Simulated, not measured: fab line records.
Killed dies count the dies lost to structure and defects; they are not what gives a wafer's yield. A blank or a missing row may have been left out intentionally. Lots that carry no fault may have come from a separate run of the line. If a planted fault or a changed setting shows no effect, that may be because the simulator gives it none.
A lot that was struck, set against a sound lot -- flow sky130 -- 13 steps out of a route of 708
Sound: wafers L481.1, L481.5, L481.6. Struck: wafers L495.1, L495.3, L495.5. The cause is given at the end.
At each step with rows: each side's tool, then ch and its chambers, then its first start. Under that, the readings that differ: sound wafers -- struck wafers -- difference of the means -- sigmas: that difference in standard deviations of wafers without a fault.
alike: words and numbers the same on both sides, and readings whose means are apart by under 2 such deviations; not compared: readings that were withheld, readings missing a value for some wafer, numbers with overlapping values and no deviation given by the record, and bounds like >300 which may hide the same value.
The two part at a step that has a row with sigmas, a row that says differs or no value, or rows on one side only. When numbers do not overlap yet have no deviation, they are printed without sigmas and do not part them. A reading missing from all wafers of one side parts the sides only when that side holds two or more wafers.

SKY_VIA1_CD_MEAS_12: target cd 150 nm.
  sound on cd-sem-02, day 34 13:43; struck on cd-sem-02, day 38 13:00
  alike: cd-nm
SKY_VIA1_OVL_MEAS_13:
  sound on overlay-02, day 34 13:50; struck on overlay-01, day 38 13:07
  alike: VIA1_OVL
SKY_VIA1_ETCH_14: etches BARC in N2/H2, stops on SiO2, time 45.9 s, target depth 60 nm.
  sound on rie-diel-01 ch 0,2, day 34 13:52; struck on rie-diel-01 ch 0,1, day 38 13:09
  alike: drypump-motor-current-A, oes-product-au, throttle-valve-pct
  not compared: rf-hours-counter-h
SKY_VIA1_ETCH_15: etches SiO2 in C4F8/O2/Ar, stops on TiN, target depth 351 nm, time 54 s.
  sound on rie-diel-01 ch 0,2, day 34 13:55; struck on rie-diel-01 ch 0,1, day 38 13:12
  alike: oes-product-au
  not compared: rf-hours-counter-h
SKY_VIA1_STRIP_16: strips in O2/N2.
  sound on plasma-asher-04 ch 0,1, day 34 13:58; struck on plasma-asher-04 ch 0,1, day 38 13:14
  alike: drypump-motor-current-A, oes-product-au, strip-time-to-endpoint-s
  not compared: rf-hours-counter-h
then, 3 steps without rows for these wafers: SKY_VIA1_STRIP_17 (strips in post etch residue remover, time 1200 s); SKY_VIA1_CLEAN_18 (cleans in IPA, time 180 s); SKY_VIA1_CLEAN_19 (cleans in O3/DIW).
SKY_VIA1_SPUTTER_20: material TiN, target thk 20 nm, time 80 s.
  sound on pvd-sputter-01, day 34 14:35; struck on pvd-sputter-04, day 38 13:54
  alike: throttle-valve-pct
SKY_VIA1_CVD_21: deposits W, target thk 270 nm, time 80.902 s.
  sound on cvd-w-01 ch 0,1, day 34 14:40; struck on cvd-w-02 ch 0,1, day 38 13:58
  alike: heater-power-w
SKY_VIA1_RS_MEAS_22: measurement is done with a four-point probe.
  sound on film-metro-04, day 34 14:45; struck on film-metro-04, day 38 14:03
  alike: VIA1_W_RS
SKY_VIA1_THK_MEAS_23: measures by xrf.
  sound on film-metro-04, day 34 14:52; struck on film-metro-04, day 38 14:10
  alike: VIA1_W_THK
SKY_VIA1_CMP_24: polishes, stops on SiO2, t overpolish 15 s, target thk 0 nm.
  sound on cmp-02 ch 0,1,2, day 34 15:05; struck on cmp-02 ch 0,1,3, day 38 14:20
  no value came back on the struck wafers for any of 5 readings (edge-zone-pressure-frac, head-pressure-psi (psi) and others); on the sound wafers edge-zone-pressure-frac reads 0.993 1.003 1.013
reading,sound,struck,difference,sigmas
model.W_of_VIA1_CVD_21.thk-nm (nm),0 0 0,269.1 277.4 269.6,+272.0,
model.SiO2_of_VIA1_HDPCVD_00.thk-nm (nm),342 342.5 341.4,346 344.9 343.7,+3,

WHERE THEY PART
SKY_VIA1_CMP_24 only, going by this record.

WHY: what had been put in by the simulator
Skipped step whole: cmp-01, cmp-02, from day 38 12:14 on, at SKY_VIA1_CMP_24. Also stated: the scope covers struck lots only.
